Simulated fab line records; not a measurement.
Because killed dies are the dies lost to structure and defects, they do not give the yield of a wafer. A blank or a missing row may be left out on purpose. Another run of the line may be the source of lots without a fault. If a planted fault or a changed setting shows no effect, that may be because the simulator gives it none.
Problem report in the 8D (eight disciplines) form, filled by code || flow gf180mcu || the parts of the form that need people (team, actions taken, sign-off) are left out

== 1. THE ISSUE ==
At GF_M1_CD_MEAS_14, cdNm averages 219.6 nm over 2 wafers from 2 lots, while fault-free wafers read 229.6 nm, standard deviation 1.1. Measured from the usual mean, that is -9.0 standard deviations.
The step: target cd 230 nm.
Earliest sighting: wafer L365.5 on cdSem-01 at day 21 09:47. Wafers with a number at this step in the record: 39, from 13 lots. By rule, "out" or "out of limits" means more than 4 standard deviations away from the usual mean. All remaining wafers that have a number are taken as sound.

== 2. WHAT THIS IS AND IS NOT ==
{"question": "which readings at this step", "is": "cdNm", "is not": "-"}
{"question": "which lots", "is": "L365, L367", "is not": "L354, L355, L356, L357, L359, L361, L362, L363, L375, L376, L377"}
{"question": "which wafers of those lots", "is": "L365.5, L367.5", "is not": "L365.2, L365.6, L367.2, L367.4"}
{"question": "read on which gauges", "is": "cdSem-01, cdSem-02", "is not": "-"}
{"question": "when", "is": "from day 21 09:47", "is not": "up to then (26 sound wafers); but 11 sound wafers of L367, L375, L376, L377 came after"}

== 3. SUSPECTS, AND WHAT RULES EACH OUT ==
Counting: if a tool at a process step up to the reading ran every lot that is out, it stays a suspect. Sound lots after the first of them don't rule it out here, since some wafers of a struck lot are sound.
- the gauge at GF_M1_CD_MEAS_14 has been ruled out. 2 gauges (cdSem-01, cdSem-02) read the wafers that are out.
- krfScanner-02 at GF_M1_EXPOSE_11 (exposes mask Metal1, target cd 230 nm): kept. It ran every lot that is out, first L365 (day 20 22:25); its last sound lot up to then is L363 (day 20 01:26).
After counting, what remains is krfScanner-02 at GF_M1_EXPOSE_11.

== 4. THE CAUSE (what the simulator had put in) ==
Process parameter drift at GF_M1_EXPOSE_11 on krfScanner-02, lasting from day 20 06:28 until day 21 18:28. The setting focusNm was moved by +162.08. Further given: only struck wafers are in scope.
Counting left only this tool.

== 5. THE CHAIN OF EFFECTS, in route order ==
Each row: a reading whose mean over the struck wafers that have a number lies more than 3 standard deviations from the usual. Scope: only readings with a usual standard deviation given in the record; hours: median across lots of the time from each lot's start at the first step in this table that gives one to its start at this step; sigmas: change in usual standard deviations.
{"hours": 0, "step": "GF_M1_CD_MEAS_14", "reading": "cdNm", "usual": "229.6 nm", "on struck wafers": 219.6, "change": -10.0, "sigmas": -9.0}
At these later measuring or inspecting steps, every struck wafer for which the step has a row has a number for every such reading, and none has moved that far: GF_V1_THK_MEAS_01.

== 6. WHAT WOULD HAVE CAUGHT IT SOONER ==
In this record the first reading out of limits at a measuring or inspecting step was taken at day 21 09:47, 27 hours after the fault began at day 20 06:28.
Of the lots that are out (2), L367 began GF_M1_EXPOSE_11 on krfScanner-02 after day 21 09:47. A tool hold placed at that time would have kept it from harm.
